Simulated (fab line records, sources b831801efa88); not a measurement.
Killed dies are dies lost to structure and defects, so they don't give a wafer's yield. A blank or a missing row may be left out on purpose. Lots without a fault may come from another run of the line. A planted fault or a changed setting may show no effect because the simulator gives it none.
fab line records | flow sky130
record lots=5 wafers=15 last_day=49
route steps=708 shown FIELD_ISO@29 NWELL@32 DNWELL@35 PWDE@45
lots that met no fault: from a run of the same line without faults
start_h: hours from the record's first day to the start of the lot's first wafer shown | wait_h: hours since the lot's step before | " the same as in the row above | L1.1+2: a row that stands for several wafers | - no value, or no start given | * or withheld: withheld | < > ~ a bound
route shown NAME@n: a module of which the file shows steps, and the number in the route of the first | usual: mean/standard deviation of fault-free wafers | same: alike in all rows | chamber/n: place in a boat | sites: the reading at each site | _std_site: their standard deviation | _edge_site: outer sites' mean less inner sites' | radius_mm: how far each site lies from the wafer's centre | mask NAME#n: copy n | behind: the tool/chamber that last shaped the wafer | hold: why the lot was held/for how many hours/how that ended | device: the transistor (n, p or np) that didn't switch | end of line: the same wafers' tests at the end of the route | a step without rows: its recipe alone | killed: dies lost to structure and defects at the first sort, not the wafer's yield | map: a wafer's dies, x killed, . not, _ none there
set.NAME: the setting as run; set.NAME@STEP: as run at that earlier step | model.NAME: the simulator's own value behind a step, which no gauge read
lots at some steps of the route; a table a step, a row a wafer
services: from which hour (start_h, from the record's first day; less than 0 if before it) a tool's chamber was out of use, for how many hours, and why
## steps
# step SKY_FIELD_ISO_WET_ETCH_28
# recipe chemistry=dHF target_depth_nm=23.7 target=SiO2 dilution=10:1 temp_c=25 time_s=47
# columns lot.wafer tool chamber start_h wait_h
L075.1+2+4 wet_bench-03 0 46.46 0.2
L076.1+4+6 wet_bench-03 2 46.46 0.1
L077.1+5+6 wet_bench-01 3 53.19 0.1
L084.1+2+3 wet_bench-03 2 84.63 0.1
L089.1+5+6 wet_bench-04 1 114.70 0.2
# step SKY_FIELD_ISO_WET_ETCH_29
# recipe chemistry=H3PO4 target_depth_nm=160 target=Si3N4 temp_c=160 time_s=1825
# columns lot.wafer tool chamber start_h wait_h
L075.1+2+4 wet_bench-01 2 46.48 0.0
L076.1+4+6 wet_bench-01 2 46.48 0.0
L077.1+5+6 wet_bench-03 1 53.21 0.0
L084.1+2+3 wet_bench-01 3 84.65 0.0
L089.1+5+6 wet_bench-01 3 114.72 0.0
# step SKY_FIELD_ISO_WET_ETCH_30
# recipe chemistry=dHF target_depth_nm=25 target=SiO2 dilution=10:1 temp_c=25 time_s=50
# columns lot.wafer tool chamber start_h wait_h
L075.1+2+4 wet_bench-03 0 47.00 0.0
L076.1+4+6 wet_bench-03 3 47.00 0.0
L077.1+5+6 wet_bench-01 2 53.77 0.0
L084.1+2+3 wet_bench-03 0 85.17 0.0
L089.1+5+6 wet_bench-04 0 115.28 0.0
# step SKY_NWELL_CLEAN_00
# recipe chemistry=SC1/SC2 mix=1:4:20 temp_c=70 time_s=150 dry=n2_spin
# columns lot.wafer tool chamber start_h wait_h
L075.1+2+4 wet_bench-04 2 47.02 0.0
L076.1+4+6 wet_bench-04 2 47.02 0.0
L077.1+5+6 wet_bench-03 3 53.80 0.0
L084.1+2+3 wet_bench-04 1 85.19 0.0
L089.1+5+6 wet_bench-03 3 115.31 0.0
# step SKY_NWELL_OXIDATION_01
# recipe temp_c=900 ambient=O2 stabilise_s=600 purge_s=300 target_thk_a=100 ox_time_s=1418
# columns lot.wafer tool chamber start_h wait_h
L075.1+2+4 furnace-01 0 49.00 1.9
L076.1+4+6 furnace-01 0 49.00 1.9
L077.1+5+6 furnace-01 0 54.45 0.6
L084.1+2+3 furnace-02 0 85.86 0.6
L089.1+5+6 furnace-02 0 117.28 1.9
# step SKY_NWELL_THK_MEAS_02
# recipe reads=SiO2_of_NWELL_OXIDATION_01
# usual NWELL_OXIDATION_THK=9.94/0.21
# columns lot.wafer tool chamber start_h wait_h NWELL_OXIDATION_THK[nm]
L075.1 film_metro-04 - 50.40 0.0 10.11
L075.2 " - " " 9.97
L075.4 " - " " 9.89
L076.1 film_metro-03 - 50.44 0.0 10.36
L076.4 " - " " 10.19
L076.6 " - " " 10.27
L077.1 film_metro-03 - 55.85 0.0 10.01
L077.5 " - " " 10.15
L077.6 " - " " 10.11
L084.1 film_metro-04 - 87.26 0.0 10.05
L084.2 " - " " 10.09
L084.3 " - " " 9.97
L089.1 film_metro-04 - 118.67 0.0 9.45
L089.5 " - " " 9.38
L089.6 " - " " 9.47
# step SKY_DNWELL_DEHYDRATE_00
# recipe temp_c=200 time_s=60
# usual plate_temp_C=200.01/0.15
# columns lot.wafer tool chamber start_h wait_h plate_temp_C
L075.1 litho_track-03 0 56.64 6.2 199.91
L075.2 " 0 " " 199.88
L075.4 " 0 " " 199.86
L076.1 litho_track-02 0 57.06 6.6 200.21
L076.4 " 0 " " 200.17
L076.6 " 0 " " 200.01
L077.1 litho_track-01 0 62.93 7.1 200.17
L077.5 " 0 " " 200.34
L077.6 " 0 " " 200.21
L084.1 litho_track-03 0 94.89 7.6 200.02
L084.2 " 0 " " 200.22
L084.3 " 0 " " 200.28
L089.1 litho_track-01 0 127.47 8.8 200.07
L089.5 " 0 " " 200.02
L089.6 " 0 " " 199.99
# step SKY_DNWELL_HMDS_01
# recipe prime_time_s=60 prime_temp_c=120
# same prime_time_s=60
# columns lot.wafer tool chamber start_h wait_h
L075.1+2+4 litho_track-03 0 56.79 0.1
L076.1+4+6 litho_track-02 0 57.21 0.1
L077.1+5+6 litho_track-01 0 63.08 0.1
L084.1+2+3 litho_track-03 0 95.04 0.1
L089.1+5+6 litho_track-01 0 127.62 0.1
# step SKY_DNWELL_COAT_02
# recipe spin_rpm=2000 resist_thk_nm=3000
# columns lot.wafer tool chamber start_h wait_h
L075.1+2+4 litho_track-03 0 56.94 0.1
L076.1+4+6 litho_track-02 0 57.36 0.1
L077.1+5+6 litho_track-01 0 63.23 0.1
L084.1+2+3 litho_track-03 0 95.19 0.1
L089.1+5+6 litho_track-01 0 127.77 0.1
# step SKY_DNWELL_SOFTBAKE_03
# recipe temp_c=110 time_s=withheld
# usual plate_temp_C=109.99/0.13
# columns lot.wafer tool chamber start_h wait_h plate_temp_C
L075.1 litho_track-03 0 57.09 0.1 110.20
L075.2 " 0 " " 110.28
L075.4 " 0 " " 110.18
L076.1 litho_track-02 0 57.51 0.1 109.90
L076.4 " 0 " " 109.87
L076.6 " 0 " " 109.80
L077.1 litho_track-01 0 63.38 0.1 110.13
L077.5 " 0 " " 110.01
L077.6 " 0 " " 109.73
L084.1 litho_track-03 0 95.34 0.1 109.91
L084.2 " 0 " " 110.09
L084.3 " 0 " " 110.24
L089.1 litho_track-01 0 127.92 0.1 109.94
L089.5 " 0 " " 110.01
L089.6 " 0 " " 110.16
# step SKY_DNWELL_EXPOSE_04
# recipe mask_id=DNM na=0.57 target_cd_nm=3000 dose_mj=222
# columns lot.wafer tool chamber start_h wait_h mask
L075.1+2+4 iline_stepper-01 0 - - DNM#0
L076.1+4+6 iline_stepper-01 0 - - DNM#0
L077.1+5+6 iline_stepper-02 0 - - DNM#0
L084.1+2+3 iline_stepper-02 0 - - DNM#0
L089.1+5+6 iline_stepper-02 0 - - DNM#0
# step SKY_DNWELL_PEB_05
# recipe temp_c=115 time_s=withheld
# usual plate_temp_C=115.05/0.14
# columns lot.wafer tool chamber start_h wait_h plate_temp_C
L075.1 litho_track-02 0 - - 115.03
L075.2 " 0 " " 115.03
L075.4 " 0 " " 114.93
L076.1 litho_track-02 0 - - 114.96
L076.4 " 0 " " 115.22
L076.6 " 0 " " 114.95
L077.1 litho_track-03 0 - - 115.02
L077.5 " 0 " " 115.24
L077.6 " 0 " " 115.15
L084.1 litho_track-01 0 - - 115.04
L084.2 " 0 " " 115.05
L084.3 " 0 " " 114.97
L089.1 litho_track-01 0 - - 115.24
L089.5 " 0 " " 115.05
L089.6 " 0 " " 115.26
# step SKY_DNWELL_DEVELOP_06
# recipe wall_angle_deg=90 developer=TMAH develop_time_s=60 dev_temp_c=23
# columns lot.wafer tool chamber start_h wait_h
L075.1+2+4 litho_track-02 0 - -
L076.1+4+6 litho_track-02 0 - -
L077.1+5+6 litho_track-03 0 - -
L084.1+2+3 litho_track-01 0 - -
L089.1+5+6 litho_track-01 0 - -
# step SKY_DNWELL_IMPLANT_07
# recipe species=P energy_kev=withheld dose_cm2=withheld tilt_deg=withheld
# same implant_ion_amu=*
# columns lot.wafer tool chamber start_h wait_h
L075.1+2+4 implanter-02 0 65.86 -
L076.1+4+6 implanter-04 0 66.21 -
L077.1+5+6 implanter-01 0 71.89 -
L084.1+2+3 implanter-04 0 104.37 -
L089.1+5+6 implanter-01 0 136.97 -
# step SKY_DNWELL_STRIP_08
# recipe chemistry=O2/N2 power_w=1400 pressure_mtorr=1500 platen_temp_c=withheld o2_flow_sccm=3000 n2_flow_sccm=300 overash_fraction=0.5
# usual drypump_motor_current_A=6.1/0.58 oes_product_au=0.722/0.0041 strip_time_to_endpoint_s=36.90/0.083
# columns lot.wafer tool chamber start_h wait_h drypump_motor_current_A oes_product_au rf_hours_counter_h strip_time_to_endpoint_s
L075.1 plasma_asher-02 0 66.01 0.1 6.6 0.720 38 36.80
L075.2 " 1 " " 4.9 0.731 38 36.82
L075.4 " 1 " " 4.9 0.720 - 36.87
L076.1 plasma_asher-04 1 66.36 0.1 6.5 0.725 36 36.88
L076.4 " 0 " " 6.4 0.730 - 36.98
L076.6 " 0 " " 6.5 0.721 - 37.00
L077.1 plasma_asher-04 0 72.04 0.1 6.5 0.722 36 36.80
L077.5 " 0 " " 6.5 0.723 - 36.89
L077.6 " 1 " " 6.4 0.717 - 37.00
L084.1 plasma_asher-02 0 104.52 0.1 6.6 0.714 42 36.97
L084.2 " 1 " " 4.9 0.720 42 36.87
L084.3 " 0 " " 6.6 0.721 - 36.95
L089.1 plasma_asher-01 1 137.12 0.1 5.7 0.718 47 36.93
L089.5 " 0 " " 5.9 0.722 - 36.95
L089.6 " 1 " " 5.7 0.721 - 37.03
# step SKY_DNWELL_TW_MEAS_09
# usual DNWELL_TW=1121/11
# columns lot.wafer tool chamber start_h wait_h DNWELL_TW
L075.1 film_metro-03 - 66.11 0.1 1120
L075.2 " - " " 1115
L075.4 " - " " 1123
L076.1 film_metro-04 - 66.46 0.1 1100
L076.4 " - " " 1108
L076.6 " - " " 1110
L077.1 film_metro-02 - 72.14 0.1 1144
L077.5 " - " " 1143
L077.6 " - " " 1144
L084.1 film_metro-02 - 104.62 0.1 1131
L084.2 " - " " 1133
L084.3 " - " " 1136
L089.1 film_metro-02 - 137.22 0.1 1125
L089.5 " - " " 1130
L089.6 " - " " 1127
# step SKY_PWDE_DEHYDRATE_00
# recipe temp_c=200 time_s=60
# usual plate_temp_C=200.01/0.15
# columns lot.wafer tool chamber start_h wait_h plate_temp_C
L075.1 litho_track-04 0 73.16 7.0 200.04
L075.2 " 0 " " 200.05
L075.4 " 0 " " 200.13
L076.1 litho_track-04 0 73.81 7.3 199.99
L076.4 " 0 " " 199.73
L076.6 " 0 " " 199.84
L077.1 litho_track-02 0 79.56 7.4 199.87
L077.5 " 0 " " 199.90
L077.6 " 0 " " 199.95
L084.1 litho_track-01 0 111.97 7.3 200.03
L084.2 " 0 " " 200.07
L084.3 " 0 " " 200.33
L089.1 litho_track-02 0 146.41 9.2 200.10
L089.5 " 0 " " 199.97
L089.6 " 0 " " 200.04
# step SKY_PWDE_HMDS_01
# recipe prime_time_s=60 prime_temp_c=120
# same prime_time_s=60
# columns lot.wafer tool chamber start_h wait_h
L075.1+2+4 litho_track-04 0 73.31 0.1
L076.1+4+6 litho_track-04 0 73.96 0.1
L077.1+5+6 litho_track-02 0 79.71 0.1
L084.1+2+3 litho_track-01 0 112.12 0.1
L089.1+5+6 litho_track-02 0 146.56 0.1
# step SKY_PWDE_COAT_02
# recipe spin_rpm=2000 resist_thk_nm=3000
# columns lot.wafer tool chamber start_h wait_h
L075.1+2+4 litho_track-04 0 73.46 0.1
L076.1+4+6 litho_track-04 0 74.11 0.1
L077.1+5+6 litho_track-02 0 79.86 0.1
L084.1+2+3 litho_track-01 0 112.27 0.1
L089.1+5+6 litho_track-02 0 146.71 0.1
# step SKY_PWDE_SOFTBAKE_03
# recipe temp_c=110 time_s=withheld
# usual plate_temp_C=110.02/0.13
# columns lot.wafer tool chamber start_h wait_h plate_temp_C
L075.1 litho_track-04 0 73.61 0.1 110.07
L075.2 " 0 " " 109.77
L075.4 " 0 " " 109.88
L076.1 litho_track-04 0 74.26 0.1 110.04
L076.4 " 0 " " 109.98
L076.6 " 0 " " 109.83
L077.1 litho_track-02 0 80.01 0.1 110.05
L077.5 " 0 " " 110.08
L077.6 " 0 " " 109.99
L084.1 litho_track-01 0 112.42 0.1 110.04
L084.2 " 0 " " 110.05
L084.3 " 0 " " 110.24
L089.1 litho_track-02 0 146.86 0.1 110.21
L089.5 " 0 " " 110.15
L089.6 " 0 " " 110.10
# step SKY_PWDE_EXPOSE_04
# recipe mask_id=PWDEM na=0.6 source_shape=conventional sigma_outer=0.6 polarization=unpolarized target_cd_nm=840 dose_mj=214
# columns lot.wafer tool chamber start_h wait_h mask
L075.1+2+4 iline_stepper-02 0 - - PWDEM#0
L076.1+4+6 iline_stepper-02 0 - - PWDEM#0
L077.1+5+6 iline_stepper-01 0 - - PWDEM#0
L084.1+2+3 iline_stepper-01 0 - - PWDEM#0
L089.1+5+6 iline_stepper-01 0 - - PWDEM#0
# step SKY_PWDE_PEB_05
# recipe temp_c=115 time_s=withheld
# usual plate_temp_C=115.03/0.13
# columns lot.wafer tool chamber start_h wait_h plate_temp_C
L075.1 litho_track-04 0 - - 114.96
L075.2 " 0 " " 115.04
L075.4 " 0 " " 115.13
L076.1 litho_track-01 0 - - 114.89
L076.4 " 0 " " 114.98
L076.6 " 0 " " 114.99
L077.1 litho_track-01 0 - - 115.04
L077.5 " 0 " " 115.31
L077.6 " 0 " " 115.13
L084.1 litho_track-01 0 - - 114.78
L084.2 " 0 " " 114.97
L084.3 " 0 " " 114.98
L089.1 litho_track-02 0 - - 114.88
L089.5 " 0 " " 114.91
L089.6 " 0 " " 114.87
# step SKY_PWDE_DEVELOP_06
# recipe wall_angle_deg=90 developer=TMAH develop_time_s=60 dev_temp_c=23
# columns lot.wafer tool chamber start_h wait_h
L075.1+2+4 litho_track-04 0 - -
L076.1+4+6 litho_track-01 0 - -
L077.1+5+6 litho_track-01 0 - -
L084.1+2+3 litho_track-01 0 - -
L089.1+5+6 litho_track-02 0 - -
# step SKY_PWDE_OVL_MEAS_07
# usual PWDE_OVL=-1.4/1.5
# columns lot.wafer tool chamber start_h wait_h PWDE_OVL[nm]
L075.1 overlay-02 - 81.91 - -0.9
L075.2 " - " " -0.4
L075.4 " - " " -3.0
L076.1 overlay-01 - 83.03 - -2.4
L076.4 " - " " -3.4
L076.6 " - " " 0.2
L077.1 overlay-02 - 88.82 - -2.5
L077.5 " - " " -3.0
L077.6 " - " " -2.2
L084.1 overlay-01 - 121.47 - -4.2
L084.2 " - " " -2.8
L084.3 " - " " -2.7
L089.1 overlay-01 - 156.41 - -0.2
L089.5 " - " " -0.6
L089.6 " - " " -0.9
# step SKY_PWDE_IMPLANT_08
# recipe species=B energy_kev=150 dose_cm2=3.6e+12 tilt_deg=withheld
# usual beam_on_s=10.00/0.18
# same implant_ion_amu=11
# columns lot.wafer tool chamber start_h wait_h beam_on_s
L075.1 implanter-02 0 81.94 0.0 9.92
L075.2 " 0 " " 10.00
L075.4 " 0 " " 10.09
L076.1 implanter-02 0 83.06 0.0 10.08
L076.4 " 0 " " 9.90
L076.6 " 0 " " 10.16
L077.1 implanter-01 0 88.86 0.0 10.13
L077.5 " 0 " " 10.02
L077.6 " 0 " " 9.98
L084.1 implanter-02 0 121.51 0.0 10.16
L084.2 " 0 " " 9.98
L084.3 " 0 " " 10.17
L089.1 implanter-02 0 156.45 0.0 10.03
L089.5 " 0 " " 9.78
L089.6 " 0 " " 9.71
# step SKY_PWDE_STRIP_09
# recipe chemistry=O2/N2 power_w=1400 pressure_mtorr=1500 platen_temp_c=withheld o2_flow_sccm=3000 n2_flow_sccm=300 overash_fraction=0.5
# usual drypump_motor_current_A=5.8/0.57 oes_product_au=0.723/0.0044 strip_time_to_endpoint_s=36.89/0.11
# columns lot.wafer tool chamber start_h wait_h drypump_motor_current_A oes_product_au rf_hours_counter_h strip_time_to_endpoint_s
L075.1 plasma_asher-02 1 82.09 0.1 4.9 0.715 40 37.03
L075.2 " 0 " " 6.5 0.726 40 36.93
L075.4 " 0 " " 6.5 0.715 - 37.02
L076.1 plasma_asher-02 0 83.21 0.1 6.5 0.727 40 36.94
L076.4 " 1 " " 4.9 0.724 - 36.93
L076.6 " 1 " " 4.9 0.721 - 36.86
L077.1 plasma_asher-03 0 89.01 0.1 6.1 0.732 28 36.83
L077.5 " 0 " " 6.1 0.725 - 36.74
L077.6 " 1 " " 6.3 0.716 - 36.80
L084.1 plasma_asher-02 0 121.66 0.1 6.5 0.722 0 37.01
L084.2 " 1 " " 4.9 0.724 0 37.01
L084.3 " 0 " " 6.5 0.721 - 36.99
L089.1 plasma_asher-01 0 156.60 0.1 5.9 0.725 49 36.85
L089.5 " 1 " " 5.7 0.717 - 36.88
L089.6 " 0 " " 5.9 0.724 - 36.90
# step SKY_PWDE_TW_MEAS_10
# usual PWDE_TW=376/3.3
# columns lot.wafer tool chamber start_h wait_h PWDE_TW
L075.1 film_metro-03 - 82.19 0.1 375
L075.2 " - " " 375
L075.4 " - " " 375
L076.1 film_metro-04 - 83.31 0.1 373
L076.4 " - " " 372
L076.6 " - " " 375
L077.1 film_metro-04 - 89.11 0.1 372
L077.5 " - " " 374
L077.6 " - " " 371
L084.1 film_metro-03 - 121.76 0.1 375
L084.2 " - " " 374
L084.3 " - " " 375
L089.1 film_metro-04 - 156.70 0.1 374
L089.5 " - " " 372
L089.6 " - " " 372
# step SKY_NWELL_DEHYDRATE_03
# recipe temp_c=200 time_s=60
# usual plate_temp_C=200.00/0.17
# columns lot.wafer tool chamber start_h wait_h plate_temp_C
L075.1 litho_track-01 0 90.22 8.0 200.08
L075.2 " 0 " " 200.30
L075.4 " 0 " " 200.23
L076.1 litho_track-03 0 91.04 7.7 199.99
L076.4 " 0 " " 200.08
L076.6 " 0 " " 200.06
L077.1 litho_track-01 0 97.12 8.0 200.09
L077.5 " 0 " " 200.06
L077.6 " 0 " " 200.12
L084.1 litho_track-03 0 130.24 8.5 199.69
L084.2 " 0 " " 199.91
L084.3 " 0 " " 199.87
L089.1 litho_track-04 0 166.41 9.7 200.36
L089.5 " 0 " " 200.13
L089.6 " 0 " " 200.08
# step SKY_NWELL_HMDS_04
# recipe prime_time_s=60 prime_temp_c=120
# same prime_time_s=60
# columns lot.wafer tool chamber start_h wait_h
L075.1+2+4 litho_track-01 0 90.37 0.1
L076.1+4+6 litho_track-03 0 91.19 0.1
L077.1+5+6 litho_track-01 0 97.27 0.1
L084.1+2+3 litho_track-03 0 130.39 0.1
L089.1+5+6 litho_track-04 0 166.56 0.1
# step SKY_NWELL_COAT_05
# recipe spin_rpm=2000 resist_thk_nm=3000
# columns lot.wafer tool chamber start_h wait_h
L075.1+2+4 litho_track-01 0 90.52 0.1
L076.1+4+6 litho_track-03 0 91.34 0.1
L077.1+5+6 litho_track-01 0 97.42 0.1
L084.1+2+3 litho_track-03 0 130.54 0.1
L089.1+5+6 litho_track-04 0 166.71 0.1
# step SKY_NWELL_SOFTBAKE_06
# recipe temp_c=110 time_s=withheld
# usual plate_temp_C=109.98/0.11
# columns lot.wafer tool chamber start_h wait_h plate_temp_C
L075.1 litho_track-01 0 90.67 0.1 109.99
L075.2 " 0 " " 109.86
L075.4 " 0 " " 109.83
L076.1 litho_track-03 0 91.49 0.1 109.94
L076.4 " 0 " " 109.89
L076.6 " 0 " " 109.97
L077.1 litho_track-01 0 97.57 0.1 109.96
L077.5 " 0 " " 109.85
L077.6 " 0 " " 110.08
L084.1 litho_track-03 0 130.69 0.1 109.96
L084.2 " 0 " " 109.97
L084.3 " 0 " " 110.18
L089.1 litho_track-04 0 166.86 0.1 109.83
L089.5 " 0 " " 109.96
L089.6 " 0 " " 110.18
# step SKY_NWELL_EXPOSE_07
# recipe mask_id=NWM na=0.6 source_shape=conventional sigma_outer=0.6 polarization=unpolarized target_cd_nm=840 dose_mj=255
# columns lot.wafer tool chamber start_h wait_h mask
L075.1+2+4 iline_stepper-01 0 - - NWM#0
L076.1+4+6 iline_stepper-01 0 - - NWM#0
L077.1+5+6 iline_stepper-01 0 - - NWM#0
L084.1+2+3 iline_stepper-02 0 - - NWM#0
L089.1+5+6 iline_stepper-02 0 - - NWM#0
# step SKY_NWELL_PEB_08
# recipe temp_c=115 time_s=withheld
# usual plate_temp_C=114.98/0.12
# columns lot.wafer tool chamber start_h wait_h plate_temp_C
L075.1 litho_track-03 0 - - 115.11
L075.2 " 0 " " 114.92
L075.4 " 0 " " 115.01
L076.1 litho_track-03 0 - - 115.03
L076.4 " 0 " " 115.06
L076.6 " 0 " " 115.08
L077.1 litho_track-04 0 - - 114.92
L077.5 " 0 " " 114.77
L077.6 " 0 " " 114.87
L084.1 litho_track-01 0 - - 114.89
L084.2 " 0 " " 114.95
L084.3 " 0 " " 114.98
L089.1 litho_track-03 0 - - 114.93
L089.5 " 0 " " 114.84
L089.6 " 0 " " 114.86
# step SKY_NWELL_DEVELOP_09
# recipe wall_angle_deg=90 developer=TMAH develop_time_s=60 dev_temp_c=23
# columns lot.wafer tool chamber start_h wait_h
L075.1+2+4 litho_track-03 0 - -
L076.1+4+6 litho_track-03 0 - -
L077.1+5+6 litho_track-04 0 - -
L084.1+2+3 litho_track-01 0 - -
L089.1+5+6 litho_track-03 0 - -
# step SKY_NWELL_OVL_MEAS_10
# usual NWELL_00_OVL=0.3/1.2
# columns lot.wafer tool chamber start_h wait_h NWELL_00_OVL[nm]
L075.1 overlay-01 - 98.94 - -0.4
L075.2 " - " " -0.8
L075.4 " - " " -0.9
L076.1 overlay-02 - 99.89 - -0.1
L076.4 " - " " 0.9
L076.6 " - " " -0.2
L077.1 overlay-02 - 106.36 - -0.9
L077.5 " - " " 0.6
L077.6 " - " " 0.6
L084.1 overlay-02 - 140.12 - -0.7
L084.2 " - " " 0.2
L084.3 " - " " 1.0
L089.1 overlay-01 - 177.34 - 1.5
L089.5 " - " " 1.2
L089.6 " - " " 0.5
# step SKY_NWELL_IMPLANT_11
# recipe species=P energy_kev=400 dose_cm2=1.9e+13 tilt_deg=withheld
# usual beam_on_s=9.99/0.2
# same implant_ion_amu=31
# columns lot.wafer tool chamber start_h wait_h beam_on_s
L075.1 implanter-02 0 98.98 0.0 9.99
L075.2 " 0 " " 9.92
L075.4 " 0 " " 10.26
L076.1 implanter-04 0 99.93 0.0 9.72
L076.4 " 0 " " 9.86
L076.6 " 0 " " 10.03
L077.1 implanter-04 0 106.39 0.0 10.30
L077.5 " 0 " " 10.11
L077.6 " 0 " " 10.19
L084.1 implanter-02 0 140.16 0.0 10.20
L084.2 " 0 " " 9.82
L084.3 " 0 " " 10.01
L089.1 implanter-04 0 177.38 0.0 9.64
L089.5 " 0 " " 9.89
L089.6 " 0 " " 10.25
# step SKY_NWELL_IMPLANT_12
# recipe species=P energy_kev=120 dose_cm2=1.3e+12 tilt_deg=withheld
# usual beam_on_s=10.01/0.19
# same implant_ion_amu=31
# columns lot.wafer tool chamber start_h wait_h beam_on_s
L075.1 implanter-02 0 99.13 0.1 10.31
L075.2 " 0 " " 10.19
L075.4 " 0 " " 9.75
L076.1 implanter-04 0 100.08 0.1 9.85
L076.4 " 0 " " 10.26
L076.6 " 0 " " 10.06
L077.1 implanter-04 0 106.54 0.1 10.19
L077.5 " 0 " " 10.02
L077.6 " 0 " " 10.17
L084.1 implanter-02 0 140.31 0.1 9.92
L084.2 " 0 " " 9.83
L084.3 " 0 " " 10.34
L089.1 implanter-04 0 177.53 0.1 9.53
L089.5 " 0 " " 9.74
L089.6 " 0 " " 9.92
# step SKY_NWELL_IMPLANT_13
# recipe species=P energy_kev=50 dose_cm2=7e+11 tilt_deg=withheld
# usual beam_on_s=10.00/0.2
# same implant_ion_amu=31
# columns lot.wafer tool chamber start_h wait_h beam_on_s
L075.1 implanter-02 0 99.28 0.1 9.99
L075.2 " 0 " " 9.96
L075.4 " 0 " " 10.44
L076.1 implanter-04 0 100.23 0.1 9.72
L076.4 " 0 " " 10.05
L076.6 " 0 " " 9.96
L077.1 implanter-04 0 106.69 0.1 9.98
L077.5 " 0 " " 9.91
L077.6 " 0 " " 10.13
L084.1 implanter-02 0 140.46 0.1 10.33
L084.2 " 0 " " 10.24
L084.3 " 0 " " 10.15
L089.1 implanter-04 0 177.68 0.1 10.28
L089.5 " 0 " " 9.91
L089.6 " 0 " " 10.22
# step SKY_NWELL_STRIP_14
# recipe chemistry=O2/N2 power_w=1400 pressure_mtorr=1500 platen_temp_c=withheld o2_flow_sccm=3000 n2_flow_sccm=300 overash_fraction=0.5
# usual drypump_motor_current_A=6.0/0.62 oes_product_au=0.722/0.0044 strip_time_to_endpoint_s=36.89/0.089
# columns lot.wafer tool chamber start_h wait_h drypump_motor_current_A oes_product_au rf_hours_counter_h strip_time_to_endpoint_s
L075.1 plasma_asher-02 0 99.43 0.1 6.6 0.722 42 37.01
L075.2 " 1 " " 4.9 0.727 42 36.87
L075.4 " 0 " " 6.5 0.725 - 36.92
L076.1 plasma_asher-02 0 100.38 0.1 6.5 0.721 42 36.84
L076.4 " 1 " " 4.9 0.729 - 36.85
L076.6 " 0 " " 6.6 0.718 - 36.81
L077.1 plasma_asher-02 0 106.84 0.1 6.6 0.723 43 36.89
L077.5 " 0 " " 6.6 0.716 - 36.90
L077.6 " 1 " " 4.9 0.722 - 36.89
L084.1 plasma_asher-03 0 140.61 0.1 6.1 0.719 34 36.94
L084.2 " 1 " " 6.3 0.730 34 36.94
L084.3 " 0 " " 6.1 0.720 - 36.88
L089.1 plasma_asher-02 0 177.83 0.1 6.5 0.719 5 36.96
L089.5 " 1 " " 4.9 0.719 - 36.69
L089.6 " 0 " " 6.5 0.717 - 36.68
# step SKY_NWELL_TW_MEAS_15
# usual NWELL_TW=1826/14
# columns lot.wafer tool chamber start_h wait_h NWELL_TW
L075.1 film_metro-03 - 99.53 0.1 1824
L075.2 " - " " 1826
L075.4 " - " " 1829
L076.1 film_metro-04 - 100.48 0.1 1825
L076.4 " - " " 1814
L076.6 " - " " 1812
L077.1 film_metro-04 - 106.94 0.1 1808
L077.5 " - " " 1820
L077.6 " - " " 1810
L084.1 film_metro-03 - 140.71 0.1 1820
L084.2 " - " " 1819
L084.3 " - " " 1807
L089.1 film_metro-04 - 177.93 0.1 1819
L089.5 " - " " 1817
L089.6 " - " " 1805
# step SKY_NWELL_DEHYDRATE_16
# recipe temp_c=200 time_s=60
# usual plate_temp_C=200.02/0.15
# columns lot.wafer tool chamber start_h wait_h plate_temp_C
L075.1 litho_track-01 0 107.67 8.1 200.01
L075.2 " 0 " " 199.88
L075.4 " 0 " " 200.15
L076.1 litho_track-04 0 108.71 8.2 200.07
L076.4 " 0 " " 200.03
L076.6 " 0 " " 199.80
L077.1 litho_track-03 0 114.29 7.3 200.29
L077.5 " 0 " " 200.23
L077.6 " 0 " " 200.04
L084.1 litho_track-04 0 149.91 9.2 199.99
L084.2 " 0 " " 200.01
L084.3 " 0 " " 200.07
L089.1 litho_track-03 0 187.64 9.7 200.10
L089.5 " 0 " " 200.04
L089.6 " 0 " " 200.08
# step SKY_NWELL_HMDS_17
# recipe prime_time_s=60 prime_temp_c=120
# same prime_time_s=60
# columns lot.wafer tool chamber start_h wait_h
L075.1+2+4 litho_track-01 0 107.82 0.1
L076.1+4+6 litho_track-04 0 108.86 0.1
L077.1+5+6 litho_track-03 0 114.44 0.1
L084.1+2+3 litho_track-04 0 150.06 0.1
L089.1+5+6 litho_track-03 0 187.79 0.1
# step SKY_NWELL_COAT_18
# recipe spin_rpm=2000 resist_thk_nm=3000
# columns lot.wafer tool chamber start_h wait_h
L075.1+2+4 litho_track-01 0 107.97 0.1
L076.1+4+6 litho_track-04 0 109.01 0.1
L077.1+5+6 litho_track-03 0 114.59 0.1
L084.1+2+3 litho_track-04 0 150.21 0.1
L089.1+5+6 litho_track-03 0 187.94 0.1
# step SKY_NWELL_SOFTBAKE_19
# recipe temp_c=110 time_s=withheld
# usual plate_temp_C=110.00/0.14
# columns lot.wafer tool chamber start_h wait_h plate_temp_C
L075.1 litho_track-01 0 108.12 0.1 110.04
L075.2 " 0 " " 109.88
L075.4 " 0 " " 109.92
L076.1 litho_track-04 0 109.16 0.1 109.95
L076.4 " 0 " " 109.87
L076.6 " 0 " " 109.98
L077.1 litho_track-03 0 114.74 0.1 110.04
L077.5 " 0 " " 109.94
L077.6 " 0 " " 109.84
L084.1 litho_track-04 0 150.36 0.1 110.07
L084.2 " 0 " " 110.23
L084.3 " 0 " " 110.13
L089.1 litho_track-03 0 188.09 0.1 109.80
L089.5 " 0 " " 109.91
L089.6 " 0 " " 109.58
## services
# columns tool chamber start_h hours kind
litho_track-02 - 25.45 - consumable_replace:filter
wet_bench-04 - 29.91 4.3 repair
litho_track-01 - 35.60 - consumable_replace:filter
plasma_asher-01 - 47.77 4.6 repair
iline_stepper-02 - 49.19 5.0 repair
implanter-02 - 56.71 1.7 repair
implanter-04 - 60.74 1.7 repair
implanter-02 - 76.67 2.6 repair
implanter-01 - 79.69 4.4 repair
furnace-02 - 87.26 2.8 pm
plasma_asher-04 - 93.58 14.6 pm
plasma_asher-01 - 95.47 3.2 repair
furnace-02 - 97.55 6.7 repair
plasma_asher-02 - 108.75 9.0 pm
wet_bench-04 - 116.83 1.1 repair
furnace-01 - 130.02 4.0 pm
implanter-04 - 136.95 4.9 repair
iline_stepper-01 - 140.64 1.7 pm
implanter-01 - 144.19 8.0 repair
plasma_asher-02 - 146.40 5.3 repair
implanter-02 - 147.09 3.7 repair
iline_stepper-02 - 162.57 1.7 pm
iline_stepper-01 - 164.24 2.1 pm
furnace-01 - 168.92 1.0 repair
## key
fault none
